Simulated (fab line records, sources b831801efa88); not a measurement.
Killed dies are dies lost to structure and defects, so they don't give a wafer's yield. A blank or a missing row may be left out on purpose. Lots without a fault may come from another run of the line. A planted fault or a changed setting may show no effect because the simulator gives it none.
A struck lot beside a sound one | flow gf180mcu | 27 steps out of a route of 602
Sound: wafers L459.2, L459.4, L459.6. Struck: wafers L465.1, L465.5, L465.6. The cause comes at the end.
At each step with rows: each side's tool, then ch and its chambers, then its first start. Under that, the readings that differ: sound wafers | struck wafers | difference of the means | sigmas: that difference in standard deviations of wafers without a fault.
alike: readings whose means differ by less than 2 such deviations, and words and numbers that are the same on both sides. not compared: withheld readings, readings that some wafer has no value for, bounds like >300 that may hide the same value, and numbers for which the record gives no deviation and whose values overlap.
The two part at a step that has a row with sigmas, a row that says differs or no value, or rows on one side only. Numbers that don't overlap but have no deviation are shown without sigmas and don't part them. A reading that every wafer of one side lacks parts them only if that side has two wafers or more.

GF_V5_ETCH_16: etches BARC in N2/H2.
  sound on rie_diel-02 ch 1,3, day 28 09:11; struck on rie_diel-01 ch 2,3, day 30 02:36
  alike: drypump_motor_current_A, oes_product_au, throttle_valve_pct
then, 4 steps without rows for these wafers: GF_V5_ETCH_17 (etches SiO2 in C4F8/O2/Ar, stops on TiN, target depth 855 nm); GF_V5_STRIP_18 (strips in O2/N2); GF_V5_STRIP_19 (strips in post etch residue remover, time 1200 s); GF_V5_CLEAN_20 (cleans in DIW).
GF_V5_SPUTTER_21: material Ti, target thk 15 nm, time 80.02 s.
  sound on pvd_sputter-02, day 28 09:53; struck on pvd_sputter-01, day 30 03:17
  alike: cathode_dc_power_W, chamber_pressure_pa, throttle_valve_pct
then, 2 steps without rows for these wafers: GF_V5_SPUTTER_22 (material TiN, target thk 10 nm, time 40 s); GF_V5_CVD_23 (deposits W, target thk 350 nm, time 104.9 s).
GF_V5_RS_MEAS_24: measures by four-point-probe.
  sound on film_metro-04, day 28 10:07; struck on film_metro-02, day 30 03:30
  alike: V5_W_RS
GF_V5_THK_MEAS_25: measures by xrf.
  sound on film_metro-04, day 28 10:14; struck on film_metro-02, day 30 03:37
  alike: V5_W_THK
then, 2 steps without rows for these wafers: GF_V5_CMP_26 (polishes, stops on SiO2, t overpolish 15 s, target thk 0 nm); GF_TOP_METAL_SPUTTER_00 (material Ti, target thk 37.5 nm, time 150 s).
GF_TOP_METAL_SPUTTER_01: material TiN, target thk 30 nm, time 25 s.
  sound on pvd_sputter-04, day 28 10:41; struck on pvd_sputter-03, day 30 04:05
  no value came back on the struck wafers for cathode_dc_power_W (W), chamber_pressure_pa (Pa), throttle_valve_pct (%); on the sound wafers cathode_dc_power_W (W) reads 6502.1 6499.4 6498.0
then, 1 step without rows for these wafers: GF_TOP_METAL_SPUTTER_02 (material AlCu, target thk 900 nm, time 47.82 s).
GF_TOP_METAL_SPUTTER_03: material Ti, target thk 5 nm, time 3.3 s.
  sound on pvd_sputter-04, day 28 10:45; struck on pvd_sputter-03, day 30 04:10
  alike: cathode_dc_power_W, chamber_pressure_pa, throttle_valve_pct
GF_TOP_METAL_SPUTTER_04: material TiN, target thk 25 nm, time 20.8 s.
  sound on pvd_sputter-04, day 28 10:46; struck on pvd_sputter-03, day 30 04:10
  alike: cathode_dc_power_W, chamber_pressure_pa, throttle_valve_pct
then, 7 steps without rows for these wafers: GF_TOP_METAL_DEHYDRATE_07 (time 60 s); GF_TOP_METAL_HMDS_08 (prime time 60 s); GF_TOP_METAL_COAT_09 (resist thk 1500 nm); GF_TOP_METAL_SOFTBAKE_10 (time 60 s); GF_TOP_METAL_EXPOSE_11 (exposes mask MetalTop, target cd 440 nm); GF_TOP_METAL_PEB_12; GF_TOP_METAL_DEVELOP_13 (develop time 60 s).
GF_TOP_METAL_CD_MEAS_14: target cd 440 nm.
  sound on cd_sem-01, day 29 05:46; struck on cd_sem-02, day 30 22:15
  alike: cd_nm
GF_TOP_METAL_OVL_MEAS_15:
  sound on overlay-01, day 29 05:53; struck on overlay-02, day 30 22:22
  alike: TOP_METAL_OVL
GF_TOP_METAL_METAL_ETCH_16: etches the open film in Cl2/BCl3, stops on SiO2, target depth 1077.5 nm, time 179.6 s.
  sound on rie_metal-03 ch 0, day 29 05:55; struck on rie_metal-02 ch 0,1, day 30 22:25
  reading               | sound             | struck            | difference | sigmas
  oes_product_au (a.u.) | 0.961 0.961 0.950 | 0.940 0.944 0.942 | -0.015     | -2
  alike: drypump_motor_current_A, mfc_cl2_sccm, throttle_valve_pct
  not compared: rf_hours_counter_h
GF_TOP_METAL_STRIP_17: strips in O2/N2.
  sound on plasma_asher-01 ch 0,1, day 29 06:05; struck on plasma_asher-03 ch 0,1, day 30 22:35
  alike: drypump_motor_current_A, heater_power_w, oes_product_au, strip_time_to_endpoint_s
  not compared: rf_hours_counter_h

WHERE THEY PART
First at GF_TOP_METAL_SPUTTER_01; last, within this record, at GF_TOP_METAL_METAL_ETCH_16. Later steps at which nothing parts them and some readings are alike: GF_TOP_METAL_STRIP_17.

WHY: what the simulator had put in
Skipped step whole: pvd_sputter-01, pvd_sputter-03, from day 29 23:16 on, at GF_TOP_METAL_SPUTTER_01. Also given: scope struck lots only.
